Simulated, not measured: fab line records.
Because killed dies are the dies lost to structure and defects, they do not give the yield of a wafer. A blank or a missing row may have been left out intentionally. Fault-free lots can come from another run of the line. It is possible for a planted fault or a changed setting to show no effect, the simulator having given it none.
Chamber matching ; flow sfq-line ; SFQ_TRILAYER_I0_CMP_CMP_028 on cmp-01 has 4 sister chambers
The step polishes SiO2. 8 wafers are shown with their chamber, then 7 later ones without.

== WAFERS PAIRED WITH THEIR CHAMBERS ==
wafer;chamber;motor-current-A (A);time-to-endpoint-s (s)
L620.3;1;10.6;216
L624.1;2;10.7;215
L624.4;1;10.8;229
L630.3;3;8.9;205
L630.4;0;10.5;212
L630.5;2;11.1;210
L636.4;0;10.6;212
L636.5;3;8.7;212

== WAFERS WHOSE CHAMBER IS MISSING ==
wafer;motor-current-A (A);time-to-endpoint-s (s)
L636.6;11.6;208
L637.2;11.3;199
L637.3;10.9;212
L637.4;8.7;212
L641.1;8.3;209
L641.3;10.8;208
L641.6;11.1;216

== EACH ONE'S CHAMBER ==
wafer;from the rows above;in truth
L636.6;can't be placed: 2 or 1 or 0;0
L637.2;can't be placed: 2 or 0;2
L637.3;can't be placed: 2 or 0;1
L637.4;3;3
L641.1;3;3
L641.3;can't be placed: 2 or 0 or 1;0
L641.6;can't be placed: 2 or 1 or 0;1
Correctly placed: 2 of 7. These rows do not allow placing 5 (true chamber among the candidates in 4). Wrongly placed: 0.
How it was worked out, from the rows above alone: a wafer's distance from a chamber is the root of the sum, over the readings, of the square of ((its reading less the chamber's mean) divided by the reading's scatter). The wafer belongs to the nearest chamber; if the next one is less than 2 further off, it can't be placed. For every chamber, the mean is computed from those of its wafers that are shown. The scatter is the square root of a quotient: the sum, over the shown wafers, of each reading's squared deviation from its chamber's mean, divided by wafers minus chambers.
